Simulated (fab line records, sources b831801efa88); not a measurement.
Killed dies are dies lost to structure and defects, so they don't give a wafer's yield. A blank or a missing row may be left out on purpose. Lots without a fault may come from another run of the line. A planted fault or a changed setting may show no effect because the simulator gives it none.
Chamber matching | flow sfq_line | SFQ_TRILAYER_I0_CMP_CMP_028 on cmp-02: 4 sister chambers
The step polishes SiO2. 4 wafers are shown with their chamber, then 8 later ones without.

WAFERS WITH THEIR CHAMBER
wafer  | chamber | motor_current_A (A)
L737.2 | 2       | 8.8
L741.4 | 1       | 9.5
L741.2 | 3       | 10.1
L741.3 | 0       | 11.6

WAFERS WITHOUT THEIR CHAMBER
wafer  | motor_current_A (A)
L742.2 | 9.5
L742.5 | 11.0
L742.6 | 9.6
L743.2 | 10.4
L743.1 | 9.4
L743.5 | 10.5
L746.1 | 10.9
L746.6 | 10.2

WHICH CHAMBER EACH WENT THROUGH
wafer  | from the rows above          | in truth
L742.2 | can't be placed: 1 or 3 or 2 | 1
L742.5 | can't be placed: 0 or 3      | 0
L742.6 | can't be placed: 1 or 3 or 2 | 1
L743.2 | can't be placed: 3 or 1      | 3
L743.1 | can't be placed: 1 or 2 or 3 | 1
L743.5 | can't be placed: 3 or 1 or 0 | 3
L746.1 | can't be placed: 0 or 3 or 1 | 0
L746.6 | can't be placed: 3 or 1      | 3
Placed correctly: 0 of 8. Can't be placed from these rows: 8 (the true chamber is among the candidates in 8). Placed wrongly: 0.
How it was worked out, from the rows above alone: a wafer's distance from a chamber is the root of the sum, over the readings, of the square of ((its reading less the chamber's mean) divided by the reading's scatter). The wafer belongs to the nearest chamber; if the next one is less than 2 further off, it can't be placed. A chamber's mean is the mean of its shown wafers. The scatter: with one shown wafer a chamber, the root of the mean of the squares of how far each hidden wafer lies from its nearest shown one.
